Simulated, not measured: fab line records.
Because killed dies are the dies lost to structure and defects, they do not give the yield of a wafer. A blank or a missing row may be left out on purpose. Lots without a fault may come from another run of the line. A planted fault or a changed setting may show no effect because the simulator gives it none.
fab line records | flow sfq-line
record: lots: 14 wafers: 42 last-day: 83
route steps=325 shown M3@129
lots that met no fault: taken from a fault-free run of the same line
start-h: the number of hours between the record's first day and the start of the first shown wafer of the lot | wait-h: hours elapsed since this lot's preceding step | " as in the row above | L1.1+2: several wafers, shown together as one row | - value missing, or start not given | * or withheld: withheld | < > ~ a bound
route shown NAME@n: NAME is a module with steps in the file, n the number in the route of the first one | usual: mean/standard deviation taken from wafers without a fault | same: alike in all rows | chamber/n: place in a boat | sites: per-site readings | _std_site: the values' standard deviation | _edge_site: inner sites' mean taken away from outer sites' mean | radius-mm: for every site, how far away it sits from the centre of the wafer | mask NAME#n: copy n | behind: the tool/chamber that last shaped the wafer | hold: what put the lot on hold/how long, in hours/how the hold closed | device: the n, p or np transistor that did not switch | end of line: tests of these same wafers at the route's end | for a step that has no rows: nothing shown but its recipe | killed: at the first sort, the dies lost to defects and structure; wafer yield is something else | map: shows each die of a wafer: x if killed, . if not, _ if none is there
set.NAME: the setting that was run; set.NAME@STEP: the one run at that earlier step | model.NAME: the simulator's own value behind a step, which no gauge read
the route's steps for a sample of lots (tables are steps, rows are wafers)
services: a tool's chamber out of use, with start hour (start-h, from the record's first day; less than 0 if before it), hours out, and reason
== steps ==
step: SFQ_TRILAYER_M3_BARC_OPEN_METAL_ETCH_100
recipe: mask-material: PR chemistry: O2 target-depth-nm: 125 target: BARC icp-w: 600 bias-w: 80 pressure-mtorr: 10 time-s: 41.7
usual: drypump-motor-current-A: 5.3/0.37 oes-product-au: 0.686/0.0051 run-length-s: 69.6/0.34
columns lot.wafer tool chamber start-h wait-h drypump-motor-current-A oes-product-au rf-hours-counter-h run-length-s
L826.2 rie-metal-04 1 616.58 0.0 5.5 0.683 38 70.1
L826.4 " 1 " " 5.5 0.687 - 69.8
L826.5 " 1 " " 5.5 0.691 - 70.3
L827.3 rie-metal-03 1 628.14 0.0 5.8 0.681 - 69.6
L827.4 " 0 " " 4.8 0.685 - 69.9
L827.6 " 0 " " 4.8 0.682 - 69.4
L829.1 rie-metal-01 0 786.03 0.0 5.2 0.680 4 69.6
L829.3 " 0 " " 5.2 0.688 - 69.9
L829.4 " 1 " " 5.6 0.685 - 69.2
L830.2 rie-metal-04 1 792.03 0.0 5.5 0.686 61 69.9
L830.5 " 0 " " 5.1 0.689 - 69.6
L830.6 " 1 " " 5.5 0.693 - 69.9
L831.1 rie-metal-04 0 804.46 0.0 5.1 0.684 35 69.4
L831.2 " 1 " " 5.5 0.682 62 69.9
L831.5 " 1 " " 5.4 0.689 - 70.0
L835.1 rie-metal-03 0 865.18 0.0 4.8 0.685 106 69.3
L835.2 " 1 " " 5.8 0.691 120 69.5
L835.6 " 1 " " 5.8 0.683 - 69.2
L836.3 rie-metal-04 1 871.20 0.0 5.4 0.683 - 70.6
L836.4 " 0 " " 5.0 0.691 - 69.2
L836.5 " 0 " " 5.0 0.677 - 69.3
L837.2 rie-metal-04 1 886.78 0.0 5.5 0.690 74 70.6
L837.3 " 1 " " 5.4 0.684 - 70.1
L837.5 " 0 " " 5.0 0.690 - 69.3
L842.3 rie-metal-04 1 916.80 0.0 5.4 0.736 - 65.7
L842.4 " 0 " " 5.0 0.741 - 65.2
L842.6 " 1 " " 5.4 0.743 - 65.8
L845.2 rie-metal-04 1 943.28 0.0 5.4 0.736 83 66.0
L845.3 " 1 " " 5.4 0.740 - 66.1
L845.4 " 0 " " 5.1 0.746 - 65.2
L846.3 rie-metal-01 1 951.70 0.0 5.6 0.683 - 69.2
L846.4 " 0 " " 5.2 0.688 - 69.5
L846.5 " 1 " " 5.6 0.681 - 69.6
L847.2 rie-metal-03 0 960.08 0.0 4.8 0.678 121 69.8
L847.4 " 0 " " 4.8 0.675 - 69.8
L847.5 " 0 " " 4.8 0.685 - 69.3
L848.1 rie-metal-03 0 963.68 0.0 4.8 0.682 122 69.7
L848.5 " 1 " " 5.8 0.692 - 69.3
L848.6 " 0 " " 4.8 0.698 - 69.4
L849.1 rie-metal-03 1 966.08 0.0 5.8 0.688 136 69.2
L849.3 " 1 " " 5.7 0.680 - 69.1
L849.5 " 1 " " 5.8 0.681 - 69.5
== services ==
columns tool chamber start-h hours kind
rie-metal-01 0 731.46 - clean
rie-metal-01 0 731.46 16.1 scheduled-down
rie-metal-01 0 731.46 16.1 vent-cycle
rie-metal-03 - 749.91 2.8 pm
rie-metal-04 - 810.85 1.4 pm
rie-metal-04 - 816.94 14.6 pm
rie-metal-01 1 847.01 - clean
rie-metal-01 1 847.01 19.4 scheduled-down
rie-metal-01 1 847.01 19.4 vent-cycle
rie-metal-03 1 855.43 5.3 repair
== key ==
first-sign: step: SFQ_TRILAYER_M3_BARC_OPEN_METAL_ETCH_100 reading: run-length-s direction: down sigmas: 12 usual: * struck: *
effect: step: SFQ_TRILAYER_M3_BARC_OPEN_METAL_ETCH_100 reading: oes-product-au direction: up sigmas: 11 usual: 0.686 struck: 0.740
met-at SFQ_TRILAYER_M3_BARC_OPEN_METAL_ETCH_100
struck-lots L842,L845
onset-between 886.78 916.80
fault: kind: process-parameter-drift tool: rie-metal-04 chamber: - onset-h: 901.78 steps: SFQ_TRILAYER_M3_BARC_OPEN_METAL_ETCH_100 channel: time-s offset: * shape: step end-h: 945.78 acts-in: * stated: *
